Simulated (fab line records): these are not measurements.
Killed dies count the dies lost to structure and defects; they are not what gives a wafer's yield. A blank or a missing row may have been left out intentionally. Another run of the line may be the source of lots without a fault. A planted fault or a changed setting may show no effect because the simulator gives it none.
Comparing a struck lot with a sound one	flow sky130	18 out of 708 route steps
Sound: the wafers L891.2, L891.3, L891.6. Struck: wafer L881.6. (L881.2, L881.5 of the same lot were not struck and are left out.) The cause comes at the end.
For every step that has rows: the tool of each side, followed by ch and its chambers, followed by its first start. Under that, the readings that differ: sound wafers	struck wafers	difference of the means	sigmas: that difference in standard deviations of wafers without a fault.
alike: readings with means less than 2 such deviations apart, plus words and numbers identical on both sides. not compared: withheld readings, readings lacking a value on some wafer, bounds such as >300 that could conceal the same value, and numbers that have no deviation in the record and whose values overlap.
A row with sigmas, a row that says differs or no value, or rows on one side alone: a step with any of these is where the two part. Numbers that have no deviation but don't overlap get no sigmas and don't part them. A reading that every wafer of one side lacks parts them only if that side has two wafers or more.

first, 3 steps without rows for these wafers: SKY_VIA1_EXPOSE_09 (exposes mask VIM, target cd 150 nm); SKY_VIA1_PEB_10; SKY_VIA1_DEVELOP_11 (develop time 61.65 s).
SKY_VIA1_CD_MEAS_12: the cd target is 150 nm.
  sound on cdSem-02 at day 38 19:16; struck on cdSem-02 at day 35 15:12
  alike: cdNm
SKY_VIA1_OVL_MEAS_13:
  sound on overlay-01 at day 38 19:22; struck on overlay-01 at day 35 15:19
  alike: VIA1_OVL
SKY_VIA1_ETCH_14: etches BARC in N2/H2, stops on SiO2, time 45.9 s, target depth 60 nm.
  sound on rieDiel-01 ch 0,1,3, day 38 19:23; struck on rieDiel-02 ch 1, day 35 15:20
  alike: drypumpMotorCurrentA, oesProductAu, throttleValvePct
  not compared: rfHoursCounterH
SKY_VIA1_ETCH_15: etches SiO2 in C4F8/O2/Ar, stops on TiN, target depth 351 nm, time 54 s.
  sound on rieDiel-01 ch 0,1,3, day 38 19:26; struck on rieDiel-02 ch 1, day 35 15:23
  alike: oesProductAu
SKY_VIA1_STRIP_16: strips in O2/N2.
  sound on plasmaAsher-01 ch 0,1, day 38 19:29; struck on plasmaAsher-03 ch 1, day 35 15:26
  alike: drypumpMotorCurrentA, oesProductAu, stripTimeToEndpointS
  not compared: rfHoursCounterH
then, 3 steps without rows for these wafers: SKY_VIA1_STRIP_17 (strips in post etch residue remover, time 1200 s); SKY_VIA1_CLEAN_18 (cleans in IPA, time 180 s); SKY_VIA1_CLEAN_19 (cleans in O3/DIW).
SKY_VIA1_SPUTTER_20: material TiN, target thk 20 nm, time 80 s.
  sound on pvdSputter-02 at day 38 20:04; struck on pvdSputter-02 at day 35 16:01
  alike: throttleValvePct
SKY_VIA1_CVD_21: deposits W, target thk 270 nm, time 80.902 s.
  sound on cvdW-02 ch 0,1, day 38 20:08; struck on cvdW-02 ch 1, day 35 16:05
reading	sound	struck	difference	sigmas
model.W_of_VIA1_CVD_21.thkNm (nm)	273.7 266.5 265.6	179.4	-89.2	
  alike: heaterPowerW
SKY_VIA1_RS_MEAS_22: the measuring method here is four-point-probe.
  sound on filmMetro-02 at day 38 20:15; struck on filmMetro-02 at day 35 16:11
reading	sound	struck	difference	sigmas
VIA1_W_RS (ohm/sq)	0.420 0.432 0.434	0.647	+0.218	+31
SKY_VIA1_THK_MEAS_23: measures by xrf.
  sound on filmMetro-02 at day 38 20:22; struck on filmMetro-02 at day 35 16:18
reading	sound	struck	difference	sigmas
VIA1_W_THK (nm)	275 269 267	180	-90	-19
SKY_VIA1_CMP_24: polishes, stops on SiO2, t overpolish 15 s, target thk 0 nm.
  sound on cmp-01 ch 1,2, day 38 20:25; struck on cmp-01 ch 1, day 35 16:30
reading	sound	struck	difference	sigmas
timeToEndpointS (s)	70 68 67	40	-28	-7
  alike: motorCurrentA
SKY_METAL2_SPUTTER_00: material Ti, target thk 15 nm, time 10 s.
  sound on pvdSputter-04 at day 38 20:43; struck on pvdSputter-04 at day 35 16:39
  alike: throttleValvePct
-- the record jumps here: 11 days lie between the struck wafers' starts before and after (it left off in module METAL2 and takes up again in module PAD_OPEN, whose first step shown is number 708 of the route) --
SKY_PAD_OPEN_PROBE_99:
  sound on prober-02 at day 49 09:45; struck on prober-02 at day 46 23:56
reading	sound	struck	difference	sigmas
killedAtFrontEnd	12 11 11	26	+15	+3
  alike: defectLimitedYield, killed_at_M0_to_M3, killed_at_M4_up, killedAtContacts, killedAtOther, killedDies, killedOpen, killedShort, sort_bin_3_pad_short, sort_bin_5_function, sort_bin_6_memory, sortNPass, sortYieldPct

== WHERE THEY PART ==
Earliest at SKY_VIA1_RS_MEAS_22; latest, in this record, at SKY_PAD_OPEN_PROBE_99.

WHY: what had been put in by the simulator
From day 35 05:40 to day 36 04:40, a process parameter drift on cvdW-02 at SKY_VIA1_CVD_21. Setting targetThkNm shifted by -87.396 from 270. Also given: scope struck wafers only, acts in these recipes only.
